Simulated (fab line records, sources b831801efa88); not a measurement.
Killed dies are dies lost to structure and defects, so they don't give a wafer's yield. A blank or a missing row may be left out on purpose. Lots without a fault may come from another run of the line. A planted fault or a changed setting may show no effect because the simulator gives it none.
fab line records | flow sfq_line
record lots=7 wafers=18 last_day=92
route steps=325 shown JJ@182
lots that met no fault: from a run of the same line without faults
start_h: hours from the record's first day to the start of the lot's first wafer shown | wait_h: hours since the lot's step before | " the same as in the row above | L1.1+2: a row that stands for several wafers | - no value, or no start given | * or withheld: withheld | < > ~ a bound
route shown NAME@n: a module of which the file shows steps, and the number in the route of the first | usual: mean/standard deviation of fault-free wafers | same: alike in all rows | chamber/n: place in a boat | sites: the reading at each site | _std_site: their standard deviation | _edge_site: outer sites' mean less inner sites' | radius_mm: how far each site lies from the wafer's centre | mask NAME#n: copy n | behind: the tool/chamber that last shaped the wafer | hold: why the lot was held/for how many hours/how that ended | device: the transistor (n, p or np) that didn't switch | end of line: the same wafers' tests at the end of the route | a step without rows: its recipe alone | killed: dies lost to structure and defects at the first sort, not the wafer's yield | map: a wafer's dies, x killed, . not, _ none there
set.NAME: the setting as run; set.NAME@STEP: as run at that earlier step | model.NAME: the simulator's own value behind a step, which no gauge read
lots at some steps of the route; a table a step, a row a wafer
services: from which hour (start_h, from the record's first day; less than 0 if before it) a tool's chamber was out of use, for how many hours, and why
## steps
# step SFQ_TRILAYER_JJ_TRILAYER_DEP_SPUTTER_112
# recipe material=Nb base_pressure_pa=1.33e-06 chamber_pressure_pa=0.1333 substrate_temp_c=20 target_thk_nm=170 power_w=2000 time_s=113.3
# usual chamber_pressure_pa=0.13327/0.00028 throttle_valve_pct=30.4/0.98
# columns lot.wafer tool chamber start_h wait_h chamber_pressure_pa throttle_valve_pct
L379.1 pvd_sputter-04 - 1195.16 0.5 0.13314 31.0
L379.3 " - " " 0.13323 29.3
L379.4 " - " " 0.13344 31.2
L386.1 pvd_sputter-04 - 1229.96 0.5 0.13218 31.2
L386.3 " - " " 0.13332 30.7
L386.4 " - " " 0.13317 29.0
L388.3 pvd_sputter-03 - 1240.76 0.5 0.13326 31.7
L388.5 " - " " 0.13309 29.7
L389.1 pvd_sputter-05 - 1251.56 0.5 0.13366 28.2
L389.5 " - " " 0.133 30.3
L390.4 pvd_sputter-05 - 1258.77 0.5 0.13345 31.1
L390.5 " - " " 0.13322 30.1
L399.1 pvd_sputter-04 - 1483.22 0.5 0.13316 31.0
L399.3 " - " " 0.13365 30.8
L399.5 " - " " 0.13363 30.8
L401.1 pvd_sputter-05 - 1496.42 0.5 0.13364 31.0
L401.4 " - " " 0.13373 30.0
L401.6 " - " " 0.13293 31.2
# step SFQ_JJ_RS_MEAS_929
# recipe thk_meas_gauge=four-point-probe reads=Nb_of_TRILAYER_JJ_TRILAYER_DEP_SPUTTER_112
# usual JJ_NB_RS=1.050/0.013
# columns lot.wafer tool chamber start_h wait_h JJ_NB_RS[ohm/sq]
L379.1 film_metro-03 - 1195.24 0.0 1.052
L379.3 " - " " 1.043
L379.4 " - " " 1.045
L386.1 film_metro-03 - 1230.04 0.0 1.065
L386.3 " - " " 1.047
L386.4 " - " " 1.048
L388.3 film_metro-01 - 1240.88 0.1 1.052
L388.5 " - " " 1.058
L389.1 film_metro-01 - 1251.64 0.0 1.043
L389.5 " - " " 1.041
L390.4 film_metro-04 - 1258.91 0.1 1.082
L390.5 " - " " 1.078
L399.1 film_metro-01 - 1483.29 0.0 1.046
L399.3 " - " " 1.065
L399.5 " - " " 1.041
L401.1 film_metro-01 - 1496.49 0.0 1.042
L401.4 " - " " 1.044
L401.6 " - " " 1.048
# step SFQ_TRILAYER_JJ_CE_LITHO_COAT_119
# recipe resist=BARC spin_rpm=3000 resist_thk_nm=62
# step SFQ_TRILAYER_JJ_CE_LITHO_COAT_114
# recipe resist=KrF spin_rpm=3000 resist_thk_nm=600
# step SFQ_TRILAYER_JJ_CE_LITHO_SOFTBAKE_118
# recipe temp_c=withheld time_s=withheld resist=KrF
# step SFQ_TRILAYER_JJ_CE_LITHO_EXPOSE_115
# recipe mask_id=J5 na=0.6 source_shape=conventional sigma_outer=0.65 target_cd_nm=700 dose_mj=14.4
# step SFQ_TRILAYER_JJ_CE_LITHO_PEB_117
# recipe peb_temp_c=115 peb_time_s=60 resist=KrF
# step SFQ_TRILAYER_JJ_CE_LITHO_DEVELOP_116
# recipe time_s=60 resist=KrF
# step SFQ_JJ_OVL_MEAS_931
# usual J5_OVL=1/5.6
# columns lot.wafer tool chamber start_h wait_h J5_OVL[nm]
L379.1 overlay-01 - 1318.84 0.1 2
L379.3 " - " " -4
L379.4 " - " " 5
L386.1 overlay-01 - 1327.24 0.1 12
L386.3 " - " " 8
L386.4 " - " " 13
L388.3 overlay-01 - 1329.65 0.1 5
L388.5 " - " " 1
L389.1 overlay-01 - 1330.84 0.1 11
L389.5 " - " " 15
L390.4 overlay-01 - 1332.06 0.1 4
L390.5 " - " " 8
L399.1 overlay-02 - 1490.71 4.2 3
L399.3 " - " " 2
L399.5 " - " " 6
L401.1 overlay-02 - 1502.39 0.1 2
L401.4 " - " " 6
L401.6 " - " " 6
# step SFQ_TRILAYER_JJ_CE_METRO_MEASURE_117
# usual cd_nm=699.7/1.4
# columns lot.wafer tool chamber start_h wait_h cd_nm
L379.1 cd_sem-01 - 1318.87 0.0 701.0
L379.3 " - " " 701.5
L379.4 " - " " 702.2
L386.1 cd_sem-02 - 1327.27 0.0 701.2
L386.3 " - " " 699.8
L386.4 " - " " 701.3
L388.3 cd_sem-02 - 1330.07 0.4 701.2
L388.5 " - " " 701.4
L389.1 cd_sem-01 - 1330.87 0.0 699.3
L389.5 " - " " 698.0
L390.4 cd_sem-02 - 1332.67 0.6 700.3
L390.5 " - " " 700.8
L399.1 cd_sem-01 - 1490.74 0.0 699.1
L399.3 " - " " 697.4
L399.5 " - " " 698.6
L401.1 cd_sem-01 - 1502.43 0.0 701.2
L401.4 " - " " 700.5
L401.6 " - " " 701.0
# step SFQ_TRILAYER_JJ_CE_BARC_OPEN_RIE_150
# recipe mask_material=PR chemistry=O2 target_depth_nm=240 target=BARC icp_w=600 bias_w=80 pressure_mtorr=10 time_s=80
# usual drypump_motor_current_A=5.8/0.35 oes_product_au=0.537/0.0048
# columns lot.wafer tool chamber start_h wait_h drypump_motor_current_A oes_product_au rf_hours_counter_h
L379.1 rie_metal-04 1 1320.07 1.0 6.1 0.533 130
L379.3 " 0 " " 5.8 0.533 -
L379.4 " 1 " " 6.2 0.541 -
L386.1 rie_metal-01 0 1328.47 1.0 5.5 0.536 51
L386.3 " 1 " " 5.4 0.535 -
L386.4 " 0 " " 5.5 0.535 -
L388.3 rie_metal-02 0 1330.91 0.6 5.5 0.533 -
L388.5 " 0 " " 5.5 0.541 -
L389.1 rie_metal-02 1 1332.07 1.0 6.3 0.536 18
L389.5 " 0 " " 5.5 0.534 -
L390.4 rie_metal-02 1 1333.31 0.4 6.3 0.541 -
L390.5 " 1 " " 6.3 0.536 -
L399.1 rie_metal-02 0 1491.94 1.0 5.5 0.542 124
L399.3 " 1 " " 6.3 0.539 -
L399.5 " 1 " " 6.3 0.541 -
L401.1 rie_metal-02 1 1503.63 1.0 6.3 0.531 42
L401.4 " 1 " " 6.3 0.538 -
L401.6 " 1 " " 6.3 0.541 -
# step SFQ_TRILAYER_JJ_CE_ETCH_RIE_118
# recipe target=Nb stop_on=Al2O3 mask_material=PR taper_deg=13.257 over_etch_frac=0.15 time_s=97.7 chemistry=SF6 target_depth_nm=170 icp_w=600 bias_w=80 pressure_mtorr=10
# usual drypump_motor_current_A=5.8/0.35 oes_product_au=0.988/0.0082 over_etch_frac=0.15/0
# columns lot.wafer tool chamber start_h wait_h drypump_motor_current_A oes_product_au over_etch_frac rf_hours_counter_h model.KrF_of_TRILAYER_JJ_CE_LITHO_COAT_114.thk_nm
L379.1 rie_metal-04 1 1320.17 0.1 6.1 0.998 0.15 130 475.5
L379.3 " 0 " " 5.8 0.992 0.15 - 479.4
L379.4 " 1 " " 6.2 0.996 0.15 - 477.4
L386.1 rie_metal-01 0 1328.57 0.1 5.5 0.981 0.15 52 477.1
L386.3 " 1 " " 5.4 0.985 0.15 - 476.6
L386.4 " 0 " " 5.5 0.979 0.15 - 476.6
L388.3 rie_metal-02 0 1331.00 0.1 5.5 0.985 0.15 - 477.9
L388.5 " 0 " " 5.5 0.938 0.26203 - 468.2
L389.1 rie_metal-02 1 1332.17 0.1 6.3 0.994 0.15 18 478.9
L389.5 " 0 " " 5.5 0.947 0.26203 - 468.9
L390.4 rie_metal-02 1 1333.40 0.1 6.3 0.923 0.26203 - 464.4
L390.5 " 1 " " 6.3 0.928 0.26203 - 467.4
L399.1 rie_metal-02 0 1492.03 0.1 5.5 0.988 0.15 124 472.5
L399.3 " 1 " " 6.3 0.976 0.15 - 476.2
L399.5 " 1 " " 6.3 0.988 0.15 - 477.5
L401.1 rie_metal-02 1 1503.81 0.2 6.3 0.996 0.15 42 472.6
L401.4 " 1 " " 6.3 0.990 0.15 - 471.1
L401.6 " 1 " " 6.3 0.996 0.15 - 474.4
# step SFQ_TRILAYER_JJ_ANODIZE_ANODIZE_119
# recipe current_density_ma_cm2=withheld end_current_density_ma_cm2=withheld bath_temp_c=withheld
## services
# columns tool chamber start_h hours kind
rie_metal-04 - 1183.46 2.8 pm
cd_sem-01 - 1190.27 2.0 pm
rie_metal-02 1 1216.63 4.5 repair
cd_sem-01 - 1228.51 0.5 pm
cd_sem-02 - 1235.82 0.3 pm
cd_sem-02 - 1253.93 0.5 pm
cd_sem-02 - 1269.45 0.6 pm
rie_metal-04 - 1271.19 2.3 repair
rie_metal-02 0 1274.11 13.3 repair
rie_metal-04 - 1306.57 0.8 repair
pvd_sputter-05 - 1307.48 6.8 repair
cd_sem-02 - 1316.40 2.6 pm
cd_sem-01 - 1327.27 0.5 pm
cd_sem-02 - 1333.27 3.2 pm
pvd_sputter-04 - 1335.63 0.8 repair
cd_sem-01 - 1342.55 0.3 pm
rie_metal-01 - 1368.10 0.5 repair
cd_sem-01 - 1374.27 0.3 pm
pvd_sputter-05 - 1389.30 0.8 repair
pvd_sputter-04 - 1405.97 4.9 repair
cd_sem-01 - 1412.51 0.7 pm
cd_sem-02 - 1419.82 0.2 pm
cd_sem-02 - 1437.93 0.4 pm
cd_sem-02 - 1453.45 0.7 pm
## key
first_sign step=SFQ_TRILAYER_JJ_CE_ETCH_RIE_118 reading=over_etch_frac direction=up sigmas=99+ usual=0.15 struck=0.26203
effect step=SFQ_TRILAYER_JJ_CE_ETCH_RIE_118 reading=oes_product_au direction=down sigmas=6.6 usual=0.988 struck=0.934
model_effect step=SFQ_TRILAYER_JJ_CE_ETCH_RIE_118 value=KrF_of_TRILAYER_JJ_CE_LITHO_COAT_114.thk_nm without=476.9 struck=467.2
met_at SFQ_TRILAYER_JJ_CE_ETCH_RIE_118
struck_wafers L388.5,L389.5,L390.4,L390.5
fault kind=process_parameter_drift tool=rie_metal-02 chamber=- onset_h=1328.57 steps=SFQ_TRILAYER_JJ_CE_ETCH_RIE_118 channel=over_etch_frac offset=0.11203 shape=step end_h=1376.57 scope=struck_wafers_only acts_in=these_recipes_only stated=0.15
